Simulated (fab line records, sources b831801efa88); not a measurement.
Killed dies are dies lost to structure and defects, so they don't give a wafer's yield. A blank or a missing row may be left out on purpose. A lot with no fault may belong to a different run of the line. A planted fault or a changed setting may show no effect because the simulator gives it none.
fab line records	flow sky130
record lots=6	wafers=18	lastDay=50
route steps=708 shown CAP2M@614 METAL4@621 PAD_OPEN@708
lots with no fault: from the same line, run without faults
startH: hours from the record's first day to the start of the lot's first wafer shown	waitH: hours from the lot's prior step to this one	" the same as in the row above	L1.1+2: a row that stands for several wafers	- no value present, or no start provided	* or withheld: withheld	< > ~ a bound
route shown NAME@n: names a module that has steps shown in the file, with the first one's number in the route	usual: mean and standard deviation over wafers with no fault	same: alike in all rows	chamber/n: place in a boat	sites: readings site by site	_std_site: the values' standard deviation	_edge_site: inner sites' mean taken away from outer sites' mean	radiusMm: for every site, how far away it sits from the centre of the wafer	mask NAME#n: copy n	behind: the tool/chamber that last shaped the wafer	hold: what put the lot on hold/how long, in hours/how the hold closed	device: the n, p or np transistor that did not switch	end of line: at the end of the route, the tests of the same wafers	for a step that has no rows: nothing shown but its recipe	killed: count of dies lost to structure and defects at first sort (not the wafer's yield)	map: dies across one wafer; x = killed, . = not, _ = none there
set.NAME: the setting the step ran with; set.NAME@STEP: the setting that earlier step ran with	model.NAME: the simulator's own value behind a step, which no gauge read
certain route steps with their lots: each step a table, each wafer a row
services: the hour from which a tool's chamber was out of use, counted from the record's first day as startH (under 0 if before that day), plus the number of hours and why
## steps
# step SKY_CAP2M_DEVELOP_11
# recipe resist=NOVOLAK	developer=TMAH	developTimeS=60	devTempC=23
# step SKY_CAP2M_OVL_MEAS_12
# usual CAP2M_OVL=-1.2/1.5
lot.wafer	tool	chamber	startH	waitH	CAP2M_OVL[nm]
L981.1	overlay-02	-	995.96	0.1	-2.2
L981.3	"	-	"	"	-3.2
L981.6	"	-	"	"	-1.7
L986.2	overlay-01	-	1024.02	0.1	-2.5
L986.4	"	-	"	"	-0.1
L986.6	"	-	"	"	-3.1
L995.1	overlay-02	-	1087.35	0.1	-2.7
L995.4	"	-	"	"	-1.3
L995.6	"	-	"	"	0.3
L996.1	overlay-02	-	1088.30	0.1	-1.9
L996.4	"	-	"	"	-3.0
L996.6	"	-	"	"	-2.5
L997.4	overlay-02	-	1094.55	0.1	-3.0
L997.5	"	-	"	"	-2.0
L997.6	"	-	"	"	-4.1
L999.3	overlay-01	-	1101.57	0.1	1.4
L999.5	"	-	"	"	1.4
L999.6	"	-	"	"	1.8
# step SKY_CAP2M_METAL_ETCH_13
# recipe targetDepthNm=220	stopOn=SiO2	chemistry=Cl2/BCl3	target=TiN	pressureMtorr=10	icpW=900	biasW=48.5	Cl2_flow_sccm=60	bcl3FlowSccm=30	timeS=62.9
# usual chamberPressureMTorr=10.000/0.0088	drypumpMotorCurrentA=5.4/0.35	oesProductAu=0.942/0.0057	throttleValvePct=21.900/0.0097
lot.wafer	tool	chamber	startH	waitH	chamberPressureMTorr	drypumpMotorCurrentA	oesProductAu	rfHoursCounterH	throttleValvePct
L981.1	rieMetal-01	0	996.00	0.0	9.977	5.4	0.949	12	21.914
L981.3	"	0	"	"	10.004	5.4	0.940	-	21.913
L981.6	"	0	"	"	10.005	5.3	0.934	-	21.896
L986.2	rieMetal-04	0	1024.05	0.0	10.011	5.0	0.937	10	21.906
L986.4	"	0	"	"	10.014	5.0	0.936	-	21.894
L986.6	"	0	"	"	10.003	5.0	0.942	-	21.914
L995.1	rieMetal-04	1	1087.38	0.0	9.999	5.9	0.949	14	21.870
L995.4	"	0	"	"	9.998	5.0	0.951	-	21.904
L995.6	"	0	"	"	10.002	5.0	0.942	-	21.915
L996.1	rieMetal-01	0	1088.33	0.0	10.011	5.3	0.944	18	21.901
L996.4	"	0	"	"	10.013	5.3	0.936	-	21.889
L996.6	"	1	"	"	10.013	5.8	0.942	-	21.923
L997.4	rieMetal-02	1	1094.60	0.0	9.992	5.1	0.946	-	21.888
L997.5	"	0	"	"	9.995	5.3	0.947	-	21.901
L997.6	"	1	"	"	9.981	5.1	0.939	-	21.907
L999.3	rieMetal-02	0	1101.63	0.1	9.994	5.3	0.939	-	21.913
L999.5	"	0	"	"	9.998	5.3	0.940	-	21.901
L999.6	"	1	"	"	10.008	5.0	0.932	-	21.903
# step SKY_CAP2M_STRIP_14
# recipe chemistry=O2/N2	powerW=1400	pressureMtorr=1500	platenTempC=withheld	o2FlowSccm=3000	n2FlowSccm=300	overashFraction=0.5
# usual chamberPressureMTorr=1500.1/1.2	drypumpMotorCurrentA=5.6/0.47	oesProductAu=0.710/0.0042	stripTimeToEndpointS=12.67/0.04
lot.wafer	tool	chamber	startH	waitH	chamberPressureMTorr	drypumpMotorCurrentA	oesProductAu	rfHoursCounterH	stripTimeToEndpointS
L981.1	plasmaAsher-03	0	996.07	0.1	1500.2	6.5	0.712	57	12.77
L981.3	"	0	"	"	1501.3	6.5	0.708	-	12.68
L981.6	"	0	"	"	1500.3	6.5	0.717	-	12.69
L986.2	plasmaAsher-03	1	1024.12	0.1	1498.9	5.0	0.701	60	12.57
L986.4	"	0	"	"	1499.9	6.5	0.709	-	12.64
L986.6	"	0	"	"	1501.8	6.5	0.713	-	12.63
L995.1	plasmaAsher-03	1	1087.46	0.1	1499.4	5.0	0.712	65	12.70
L995.4	"	1	"	"	1500.2	5.0	0.711	-	12.71
L995.6	"	0	"	"	1500.3	6.5	0.706	-	12.70
L996.1	plasmaAsher-04	1	1088.41	0.1	1500.8	5.7	0.714	33	12.67
L996.4	"	0	"	"	1501.8	5.1	0.697	-	12.71
L996.6	"	1	"	"	1501.4	5.7	0.711	-	12.72
L997.4	plasmaAsher-02	0	1094.68	0.1	1498.8	5.7	0.711	-	12.65
L997.5	"	0	"	"	1498.9	5.7	0.706	-	12.61
L997.6	"	1	"	"	1499.8	5.4	0.702	-	12.60
L999.3	plasmaAsher-02	0	1101.73	0.1	1500.6	5.7	0.707	-	12.66
L999.5	"	0	"	"	1500.3	5.7	0.710	-	12.68
L999.6	"	1	"	"	1499.4	5.5	0.709	-	12.68
# step SKY_CAP2M_STRIP_15
# recipe chemistry=postEtchResidueRemover	timeS=1200	tempC=72.5
# step SKY_CAP2M_CLEAN_16
# recipe chemistry=IPA	timeS=180	tempC=25
# step SKY_CAP2M_CLEAN_17
# recipe chemistry=O3/DIW	dry=n2Spin
# step SKY_METAL4_DEHYDRATE_05
# recipe tempC=200	timeS=60
# step SKY_METAL4_HMDS_06
# recipe primeTimeS=60	primeTempC=120
# step SKY_METAL4_COAT_07
# recipe resist=BARC	tempC=withheld	timeS=withheld	spinRpm=3000	resistThkNm=60
# step SKY_METAL4_COAT_08
# recipe resist=KrF-thick	spinRpm=3000	resistThkNm=1140
# step SKY_METAL4_SOFTBAKE_09
# recipe tempC=100	timeS=90	resist=KrF-thick
# step SKY_METAL4_EXPOSE_10
# recipe maskId=MM4	na=0.68	sourceShape=annular	sigmaInner=0.4	sigmaOuter=0.8	targetCdNm=300	doseMj=28
# usual stageVelMmS=499.94/0.23
lot.wafer	tool	chamber	startH	waitH	mask	stageVelMmS
L981.1	krfScanner-02	0	1008.49	-	MM4#0	499.84
L981.3	"	0	"	"	MM4#0	499.92
L981.6	"	0	"	"	MM4#0	500.12
L986.2	krfScanner-01	0	1035.71	-	MM4#0	499.79
L986.4	"	0	"	"	MM4#0	499.48
L986.6	"	0	"	"	MM4#0	499.90
L995.1	krfScanner-01	0	1098.81	-	MM4#0	500.20
L995.4	"	0	"	"	MM4#0	499.72
L995.6	"	0	"	"	MM4#0	499.80
L996.1	krfScanner-01	0	1099.30	-	MM4#0	499.72
L996.4	"	0	"	"	MM4#0	499.72
L996.6	"	0	"	"	MM4#0	499.66
L997.4	krfScanner-01	0	1105.61	-	MM4#0	499.75
L997.5	"	0	"	"	MM4#0	499.97
L997.6	"	0	"	"	MM4#0	499.74
L999.3	krfScanner-02	0	1112.98	-	MM4#0	499.77
L999.5	"	0	"	"	MM4#0	500.23
L999.6	"	0	"	"	MM4#0	499.90
# step SKY_METAL4_PEB_11
# recipe pebTempC=withheld	pebTimeS=withheld	resist=KrF-thick
# step SKY_METAL4_DEVELOP_12
# recipe developTimeS=60	resist=KrF-thick	devTempC=21
# step SKY_METAL4_CD_MEAS_13
# recipe targetCdNm=300
# usual cdNm=299.9/1.6
lot.wafer	tool	chamber	startH	waitH	cdNm
L981.1	cdSem-02	-	1019.81	-	299.5
L981.3	"	-	"	"	299.6
L981.6	"	-	"	"	301.3
L986.2	cdSem-02	-	1046.82	-	301.0
L986.4	"	-	"	"	299.9
L986.6	"	-	"	"	299.4
L995.1	cdSem-02	-	1108.34	-	298.0
L995.4	"	-	"	"	298.5
L995.6	"	-	"	"	298.7
L996.1	cdSem-01	-	1109.04	-	137.3
L996.4	"	-	"	"	198.8
L996.6	"	-	"	"	258.2
L997.4	cdSem-02	-	1115.62	-	197.9
L997.5	"	-	"	"	264.0
L997.6	"	-	"	"	141.0
L999.3	cdSem-01	-	1122.69	-	299.5
L999.5	"	-	"	"	299.1
L999.6	"	-	"	"	300.0
# step SKY_METAL4_OVL_MEAS_14
# usual METAL4_OVL=0/5.4
lot.wafer	tool	chamber	startH	waitH	METAL4_OVL[nm]
L981.1	overlay-01	-	1019.93	0.1	-7
L981.3	"	-	"	"	-2
L981.6	"	-	"	"	-3
L986.2	overlay-01	-	1046.92	0.1	-4
L986.4	"	-	"	"	7
L986.6	"	-	"	"	6
L995.1	overlay-02	-	1108.46	0.1	3
L995.4	"	-	"	"	12
L995.6	"	-	"	"	1
L996.1	overlay-01	-	1109.16	0.1	-9
L996.4	"	-	"	"	-4
L996.6	"	-	"	"	-7
L997.4	overlay-02	-	1115.70	0.1	-9
L997.5	"	-	"	"	-1
L997.6	"	-	"	"	-8
L999.3	overlay-02	-	1122.78	0.1	2
L999.5	"	-	"	"	9
L999.6	"	-	"	"	6
# step SKY_METAL4_DESCUM_15
# recipe chemistry=O2	sourcePowerW=150	biasPowerW=0	pressureMtorr=10	tempC=40	timeS=8
# usual chamberPressureMTorr=10.000/0.0083	drypumpMotorCurrentA=5.6/0.48	oesProductAu=0.997/0.0076
lot.wafer	tool	chamber	startH	waitH	chamberPressureMTorr	drypumpMotorCurrentA	oesProductAu	rfHoursCounterH	model.METAL4.cdNm
L981.1	rieMetal-01	1	1019.97	0.0	9.990	5.8	1.002	15	299.4
L981.3	"	1	"	"	10.008	5.8	1.006	-	299.7
L981.6	"	0	"	"	10.013	5.3	0.999	-	301.8
L986.2	rieMetal-03	1	1046.95	0.0	10.000	6.5	0.992	13	301.1
L986.4	"	1	"	"	9.995	6.5	0.990	-	299.9
L986.6	"	0	"	"	10.010	5.6	0.998	-	299.2
L995.1	rieMetal-01	0	1108.50	0.0	10.000	5.3	0.981	19	297.9
L995.4	"	0	"	"	9.988	5.3	0.976	-	298.7
L995.6	"	1	"	"	9.991	5.8	1.001	-	298.3
L996.1	rieMetal-02	0	1109.20	0.0	10.016	5.3	0.999	13	137.4
L996.4	"	0	"	"	10.004	5.3	1.003	-	198.8
L996.6	"	0	"	"	10.004	5.3	0.999	-	257.8
L997.4	rieMetal-02	1	1115.73	0.0	10.003	5.1	0.991	-	197.4
L997.5	"	1	"	"	10.007	5.1	0.993	-	263.2
L997.6	"	0	"	"	9.988	5.3	0.991	-	140.9
L999.3	rieMetal-02	0	1122.81	0.0	10.002	5.3	0.995	-	298.9
L999.5	"	0	"	"	9.998	5.3	1.003	-	299.3
L999.6	"	1	"	"	10.002	5.1	0.990	-	299.7
# step SKY_METAL4_ETCH_16
# recipe chemistry=N2/H2	target=BARC	ionEnergyEv=200	biasW=100	pressureMtorr=30	n2FlowSccm=100	h2FlowSccm=200	icpW=500	stopOn=SiO2	timeS=88.2	targetDepthA=600
# usual chamberPressureMTorr=29.998/0.027	drypumpMotorCurrentA=5.6/0.48	oesProductAu=0.626/0.0043	throttleValvePct=13.204/0.0087
lot.wafer	tool	chamber	startH	waitH	chamberPressureMTorr	drypumpMotorCurrentA	oesProductAu	rfHoursCounterH	throttleValvePct
L981.1	rieMetal-01	1	1020.00	0.0	29.926	5.8	0.631	15	13.202
L981.3	"	1	"	"	29.968	5.9	0.627	-	13.224
L981.6	"	0	"	"	30.002	5.4	0.629	-	13.193
L986.2	rieMetal-03	1	1046.99	0.0	30.008	6.5	0.630	13	13.210
L986.4	"	1	"	"	30.001	6.5	0.626	-	13.200
L986.6	"	0	"	"	29.993	5.5	0.628	-	13.207
L995.1	rieMetal-01	0	1108.53	0.0	29.996	5.4	0.629	19	13.196
L995.4	"	0	"	"	30.001	5.3	0.621	-	13.201
L995.6	"	1	"	"	30.024	5.9	0.628	-	13.199
L996.1	rieMetal-02	0	1109.23	0.0	29.968	5.3	0.631	13	13.201
L996.4	"	0	"	"	29.991	5.3	0.625	-	13.217
L996.6	"	0	"	"	29.976	5.3	0.631	-	13.190
L997.4	rieMetal-02	1	1115.78	0.0	29.965	5.1	0.620	-	13.196
L997.5	"	1	"	"	30.004	5.0	0.624	-	13.202
L997.6	"	0	"	"	30.022	5.3	0.621	-	13.207
L999.3	rieMetal-02	0	1122.87	0.0	30.016	5.3	0.622	-	13.209
L999.5	"	0	"	"	30.022	5.3	0.623	-	13.192
L999.6	"	1	"	"	30.006	5.1	0.622	-	13.202
# step SKY_METAL4_ETCH_17
# recipe target=SiO2	stopOn=TiN	chemistry=C4F8/O2/Ar	sourceW=1500	biasW=1200	pressureMtorr=40	c4f8FlowSccm=withheld	O2_flow_sccm=6	Ar_flow_sccm=300	timeS=3.9	targetDepthA=150
# usual chamberPressureMTorr=40.00/0.039	oesProductAu=0.754/0.0084
lot.wafer	tool	chamber	startH	waitH	chamberPressureMTorr	oesProductAu	rfHoursCounterH
L981.1	rieDiel-04	1	1020.10	0.1	39.92	0.758	8
L981.3	"	3	"	"	40.04	0.751	12
L981.6	"	0	"	"	40.02	0.766	-
L986.2	rieDiel-02	0	1047.08	0.1	40.01	0.742	14
L986.4	"	3	"	"	40.04	0.752	27
L986.6	"	1	"	"	39.92	0.755	-
L995.1	rieDiel-02	2	1108.63	0.1	40.00	0.752	22
L995.4	"	1	"	"	39.97	0.753	21
L995.6	"	1	"	"	40.05	0.751	-
L996.1	rieDiel-04	2	1109.33	0.1	40.03	0.750	4
L996.4	"	1	"	"	40.01	0.766	11
L996.6	"	2	"	"	40.01	0.755	-
L997.4	rieDiel-02	2	1115.85	0.0	39.99	0.756	22
L997.5	"	0	"	"	40.02	0.742	-
L997.6	"	1	"	"	40.03	0.757	-
L999.3	rieDiel-04	3	1122.93	0.0	39.99	0.756	16
L999.5	"	2	"	"	39.99	0.763	-
L999.6	"	3	"	"	40.10	0.753	-
# step SKY_METAL4_METAL_ETCH_18
# recipe targetDepthA=8450	stopOn=SiO2	overEtchFrac=0.3	timeS=183.1	chemistry=Cl2/BCl3	resistSidewallDeg=88	pressureMtorr=10	icpW=900	biasW=48.5	Cl2_flow_sccm=60	bcl3FlowSccm=30
# usual chamberPressureMTorr=10.000/0.0084	drypumpMotorCurrentA=5.6/0.46	oesProductAu=0.867/0.0067	throttleValvePct=22.265/0.0088
lot.wafer	tool	chamber	startH	waitH	chamberPressureMTorr	drypumpMotorCurrentA	oesProductAu	rfHoursCounterH	throttleValvePct	model.METAL4.cdNm
L981.1	rieMetal-02	1	1020.12	0.0	9.995	5.0	0.873	18	22.269	300.1
L981.3	"	0	"	"	9.994	5.3	0.860	-	22.268	306.5
L981.6	"	0	"	"	10.006	5.3	0.869	-	22.273	306.9
L986.2	rieMetal-02	1	1047.10	0.0	10.020	5.0	0.878	20	22.247	304.3
L986.4	"	0	"	"	9.995	5.3	0.885	-	22.257	306.7
L986.6	"	1	"	"	10.011	5.1	0.879	-	22.265	299.6
L995.1	rieMetal-03	1	1108.64	0.0	9.987	6.5	0.864	18	22.260	293.1
L995.4	"	0	"	"	10.004	5.6	0.873	-	22.276	294.8
L995.6	"	0	"	"	10.016	5.6	0.873	-	22.266	296.7
L996.1	rieMetal-01	1	1109.34	0.0	10.013	5.8	0.875	21	22.260	139.4
L996.4	"	0	"	"	9.991	5.3	0.876	-	22.276	203.9
L996.6	"	1	"	"	10.009	5.9	0.868	-	22.279	261
L997.4	rieMetal-03	0	1115.93	0.1	10.011	5.6	0.867	-	22.270	203.9
L997.5	"	1	"	"	9.997	6.4	0.868	-	22.266	265.8
L997.6	"	0	"	"	10.001	5.6	0.862	-	22.275	149.1
L999.3	rieMetal-01	0	1123.01	0.1	10.009	5.3	0.868	-	22.262	303.7
L999.5	"	1	"	"	9.998	5.8	0.861	-	22.261	296.6
L999.6	"	0	"	"	10.006	5.3	0.862	-	22.265	296.9
# step SKY_METAL4_STRIP_19
# recipe chemistry=O2/N2	powerW=1400	pressureMtorr=1500	platenTempC=withheld	o2FlowSccm=3000	n2FlowSccm=300	overashFraction=0.5
# usual chamberPressureMTorr=1500.0/1.3	drypumpMotorCurrentA=5.6/0.43	oesProductAu=0.504/0.0059	stripTimeToEndpointS=6.57/0.082
lot.wafer	tool	chamber	startH	waitH	chamberPressureMTorr	drypumpMotorCurrentA	oesProductAu	rfHoursCounterH	stripTimeToEndpointS
L981.1	plasmaAsher-01	1	1020.29	0.1	1499.9	5.5	0.498	88	6.47
L981.3	"	1	"	"	1500.6	5.5	0.502	-	6.53
L981.6	"	1	"	"	1500.1	5.5	0.486	-	6.45
L986.2	plasmaAsher-01	1	1047.28	0.1	1500.6	5.5	0.501	91	6.59
L986.4	"	1	"	"	1498.7	5.5	0.503	-	6.50
L986.6	"	1	"	"	1499.6	5.5	0.504	-	6.55
L995.1	plasmaAsher-01	0	1108.82	0.1	1497.6	5.8	0.500	99	6.58
L995.4	"	1	"	"	1499.9	5.5	0.504	-	6.49
L995.6	"	0	"	"	1498.8	5.8	0.507	-	6.53
L996.1	plasmaAsher-04	0	1109.52	0.1	1498.4	5.1	0.496	35	6.53
L996.4	"	1	"	"	1498.8	5.7	0.505	-	6.57
L996.6	"	1	"	"	1500.3	5.7	0.505	-	6.59
L997.4	plasmaAsher-03	0	1116.08	0.1	1501.0	6.5	0.503	-	6.50
L997.5	"	0	"	"	1498.3	6.5	0.492	-	6.46
L997.6	"	1	"	"	1500.5	5.0	0.498	-	6.47
L999.3	plasmaAsher-03	0	1123.16	0.1	1499.5	6.5	0.502	-	6.57
L999.5	"	1	"	"	1500.2	5.0	0.503	-	6.56
L999.6	"	0	"	"	1501.4	6.5	0.500	-	6.56
# step SKY_PAD_OPEN_PROBE_99
# usual defectLimitedYield=82.2/1.9	killed_at_M0_to_M3=44/6.9	killed_at_M4_up=3.3/1.8	killedAtContacts=24/5	killedAtFrontEnd=16/4.6	killedAtOther=0.2/0.42	killedDies=88/9.2	killedOnRim=17/3.5	killedOpen=48/7.3	killedShort=40/6.5	sort_bin_3_pad_short=0.9/0.43	sort_bin_5_function=10.6/1.5	sort_bin_6_memory=6.4/1.1	sortNPass=404/9.2	sortYieldPct=82.2/1.9
# same grossDies=492	killedAtBackSide=0	sort_bin_4_leakage[%]=0	sort_bin_8_speed[%]=0
lot.wafer	tool	chamber	startH	waitH	defectLimitedYield[%]	killed_at_M0_to_M3	killed_at_M4_up	killedAtContacts	killedAtFrontEnd	killedAtOther	killedDies	killedOnRim	killedOpen	killedShort	sort_bin_3_pad_short[%]	sort_bin_5_function[%]	sort_bin_6_memory[%]	sortNPass	sortYieldPct[%]
L981.1	prober-01	-	1111.10	0.1	79.5	50	2	32	16	1	101	21	50	51	1.0	12.8	6.7	391	79.5
L981.3	prober-01	-	1111.20	0.2	82.5	46	4	23	13	0	86	16	41	45	0.6	9.3	7.5	406	82.5
L981.6	prober-01	-	1111.35	0.2	83.3	44	4	20	14	0	82	20	46	36	0.2	10.6	5.9	410	83.3
L995.1	prober-02	-	1187.48	0.1	87.2	31	2	19	11	0	63	11	35	28	0.2	8.3	4.3	429	87.2
L995.4	prober-02	-	1187.63	0.2	80.1	57	4	29	8	0	98	22	64	34	0.6	12.8	6.5	394	80.1
L995.6	prober-02	-	1187.73	0.2	82.7	46	4	28	7	0	85	19	42	43	1.6	9.8	5.9	407	82.7
L996.1	prober-01	-	1187.90	0.1	0	47	413	13	19	0	492	96	38	48	0.4	92.9	6.7	0	0
L996.4	prober-01	-	1188.05	0.2	0	42	411	21	18	0	492	96	53	36	0.8	92.1	7.1	0	0
L996.6	prober-01	-	1188.15	0.2	73.8	41	40	24	23	1	129	44	48	43	1.8	17.9	6.5	363	73.8
L997.4	prober-02	-	1192.71	0.2	0	35	419	16	22	0	492	96	44	33	1.4	93.5	5.1	0	0
L997.5	prober-02	-	1192.76	0.2	78.0	51	18	20	19	0	108	32	52	39	1.0	14.6	6.3	384	78.0
L997.6	prober-02	-	1192.81	0.2	0	36	411	27	18	0	492	96	47	38	0.6	94.3	5.1	0	0
# killed by level:class
L981.1 LI_CONTACT:geometricParticle:open=13 VIA1:geometricParticle:open=10 CONTACT:geometricParticle:open=7 VIA2:geometricParticle:open=7 POLY_GATE:geometricParticle:short=6 CONTACT:geometricParticle:short=6 METAL1:geometricParticle:short=6 VIA3:geometricParticle:short=6
L981.3 VIA1:geometricParticle:open=9 VIA2:geometricParticle:open=8 VIA3:geometricParticle:open=8 CONTACT:geometricParticle:short=7 LI_CONTACT:geometricParticle:open=6 LI_CONTACT:geometricParticle:short=5 VIA3:geometricParticle:short=5 POLY_GATE:geometricParticle:short=4
L981.6 VIA1:geometricParticle:open=11 VIA2:geometricParticle:open=6 LI_CONTACT:geometricParticle:open=6 METAL2:geometricParticle:short=6 VIA3:geometricParticle:open=6 METAL1:geometricParticle:short=5 CONTACT:geometricParticle:open=5 CONTACT:geometricParticle:short=4
L995.1 VIA1:geometricParticle:open=9 VIA2:geometricParticle:open=9 LOCAL_INTERCONNECT:geometricParticle:short=5 LI_CONTACT:geometricParticle:open=4 METAL3:geometricParticle:short=4 FIELD_ISO:geometricParticle:open=3 LI_CONTACT:geometricParticle:short=3 CONTACT:geometricParticle:open=3
L995.4 VIA1:geometricParticle:open=16 LI_CONTACT:geometricParticle:open=12 CONTACT:geometricParticle:open=9 VIA2:geometricParticle:open=9 METAL1:geometricParticle:short=8 VIA3:geometricParticle:open=7 METAL4:geometricParticle:short=4 POLY_GATE:geometricParticle:open=3
L995.6 METAL1:geometricParticle:short=11 LI_CONTACT:geometricParticle:open=8 VIA1:geometricParticle:open=8 METAL2:geometricParticle:short=7 VIA2:geometricParticle:open=7 CONTACT:geometricParticle:short=6 CONTACT:geometricParticle:open=6 VIA3:geometricParticle:open=4
L996.1 METAL4:areaExpose=406 METAL2:geometricParticle:short=7 VIA1:geometricParticle:open=7 VIA1:geometricParticle:short=6 VIA3:geometricParticle:short=6 FIELD_ISO:geometricParticle:short=5 VIA2:geometricParticle:short=5 VIA3:geometricParticle:open=5
L996.4 METAL4:areaExpose=403 VIA1:geometricParticle:open=12 VIA2:geometricParticle:open=10 LI_CONTACT:geometricParticle:open=9 VIA3:geometricParticle:open=6 METAL4:geometricParticle:short=6 FIELD_ISO:geometricParticle:short=5 CONTACT:geometricParticle:open=5
L996.6 METAL4:areaExpose=37 VIA2:geometricParticle:open=9 CONTACT:geometricParticle:open=9 VIA1:geometricParticle:open=9 FIELD_ISO:geometricParticle:short=8 POLY_GATE:geometricParticle:open=7 METAL2:geometricParticle:short=6 CONTACT:geometricParticle:short=5
L997.4 METAL4:areaExpose=415 CONTACT:geometricParticle:open=8 VIA1:geometricParticle:open=8 FIELD_ISO:geometricParticle:open=7 VIA1:geometricParticle:short=5 VIA3:geometricParticle:open=5 FIELD_ISO:geometricParticle:short=4 METAL1:geometricParticle:short=4
L997.5 METAL4:areaExpose=17 VIA1:geometricParticle:open=13 VIA3:geometricParticle:open=8 LI_CONTACT:geometricParticle:open=7 VIA2:geometricParticle:open=7 METAL1:geometricParticle:short=6 FIELD_ISO:geometricParticle:open=5 POLY_GATE:geometricParticle:short=5
L997.6 METAL4:areaExpose=407 VIA1:geometricParticle:open=12 CONTACT:geometricParticle:open=10 LI_CONTACT:geometricParticle:open=9 FIELD_ISO:geometricParticle:short=6 METAL2:geometricParticle:short=6 FIELD_ISO:geometricParticle:open=5 VIA2:geometricParticle:open=5
# map L996.1 (x killed, . not)
__________xxxxxxxxxx_________
________xxxxxxxxxxxxxx_______
______xxxxxxxxxxxxxxxxxx_____
_____xxxxxxxxxxxxxxxxxxxx____
____xxxxxxxxxxxxxxxxxxxxxx___
___xxxxxxxxxxxxxxxxxxxxxxxx__
__xxxxxxxxxxxxxxxxxxxxxxxxxx_
_xxxxxxxxxxxxxxxxxxxxxxxxxxxx
_xxxxxxxxxxxxxxxxxxxxxxxxxxxx
_xxxxxxxxxxxxxxxxxxxxxxxxxxxx
_xxxxxxxxxxxxxxxxxxxxxxxxxxxx
_xxxxxxxxxxxxxxxxxxxxxxxxxxxx
_xxxxxxxxxxxxxxxxxxxxxxxxxxxx
_xxxxxxxxxxxxxxxxxxxxxxxxxxxx
_xxxxxxxxxxxxxxxxxxxxxxxxxxxx
__xxxxxxxxxxxxxxxxxxxxxxxxxx_
___xxxxxxxxxxxxxxxxxxxxxxxx__
____xxxxxxxxxxxxxxxxxxxxxx___
_____xxxxxxxxxxxxxxxxxxxx____
______xxxxxxxxxxxxxxxxxx_____
________xxxxxxxxxxxxxx_______
__________xxxxxxxxxx_________
# map L997.4 (x killed, . not)
__________xxxxxxxxxx_________
________xxxxxxxxxxxxxx_______
______xxxxxxxxxxxxxxxxxx_____
_____xxxxxxxxxxxxxxxxxxxx____
____xxxxxxxxxxxxxxxxxxxxxx___
___xxxxxxxxxxxxxxxxxxxxxxxx__
__xxxxxxxxxxxxxxxxxxxxxxxxxx_
_xxxxxxxxxxxxxxxxxxxxxxxxxxxx
_xxxxxxxxxxxxxxxxxxxxxxxxxxxx
_xxxxxxxxxxxxxxxxxxxxxxxxxxxx
_xxxxxxxxxxxxxxxxxxxxxxxxxxxx
_xxxxxxxxxxxxxxxxxxxxxxxxxxxx
_xxxxxxxxxxxxxxxxxxxxxxxxxxxx
_xxxxxxxxxxxxxxxxxxxxxxxxxxxx
_xxxxxxxxxxxxxxxxxxxxxxxxxxxx
__xxxxxxxxxxxxxxxxxxxxxxxxxx_
___xxxxxxxxxxxxxxxxxxxxxxxx__
____xxxxxxxxxxxxxxxxxxxxxx___
_____xxxxxxxxxxxxxxxxxxxx____
______xxxxxxxxxxxxxxxxxx_____
________xxxxxxxxxxxxxx_______
__________xxxxxxxxxx_________
## services
tool	chamber	startH	hours	kind
krfScanner-01	-	974.67	4.0	pm
rieMetal-01	1	977.83	9.0	repair
krfScanner-01	-	986.35	0.9	repair
rieDiel-02	0	990.15	3.2	repair
rieDiel-04	-	998.09	2.8	pm
krfScanner-01	-	1004.13	1.0	pm
plasmaAsher-03	-	1004.26	1.6	repair
rieMetal-04	-	1013.53	0.4	repair
rieDiel-04	1	1014.65	3.7	repair
rieDiel-04	0	1033.30	4.2	repair
krfScanner-02	-	1034.84	0.8	pm
rieDiel-02	2	1037.51	3.8	repair
plasmaAsher-04	-	1045.34	14.6	pm
rieMetal-03	-	1050.13	0.5	repair
plasmaAsher-03	-	1052.06	15.6	pm
krfScanner-01	-	1052.35	0.6	repair
plasmaAsher-02	-	1055.35	9.0	pm
rieDiel-04	2	1056.59	1.3	repair
plasmaAsher-04	-	1065.75	1.9	repair
plasmaAsher-04	-	1072.80	6.1	repair
rieDiel-02	0	1075.81	6.4	repair
krfScanner-01	-	1100.02	0.8	pm
krfScanner-01	-	1116.87	0.9	repair
plasmaAsher-01	-	1121.31	2.8	pm
## key
firstSign step=SKY_METAL4_CD_MEAS_13	reading=cdNm	direction=down	sigmas=64	usual=299.9	struck=199.5
effect step=SKY_PAD_OPEN_PROBE_99	reading=killed_at_M4_up	direction=up	sigmas=99+	usual=3.3	struck=285.3
modelEffect step=SKY_METAL4_DESCUM_15	value=METAL4.cdNm	without=300.3	struck=199.2
modelEffect step=SKY_METAL4_METAL_ETCH_18	value=METAL4.cdNm	without=304.9	struck=203.8
moreKillsBornAt SKY_METAL4_EXPOSE_10@krfScanner-01=1685
metAt SKY_METAL4_EXPOSE_10
struckWafers L996.1,L996.4,L996.6,L997.4,L997.5,L997.6
laterRowsLeftOut L996.1,L996.4,L997.4,L997.6
onsetBetween 1098.81 1099.30
fault kind=processParameterDrift	tool=krfScanner-01	chamber=-	onsetH=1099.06	steps=SKY_METAL4_EXPOSE_10	channel=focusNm	offset=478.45	spreadByWafer=0.3	shape=step	endH=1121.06
# laterRowsLeftOut: the simulator's readings of these wafers behind a module that went badly wrong aren't trusted and aren't shown, but for the sort
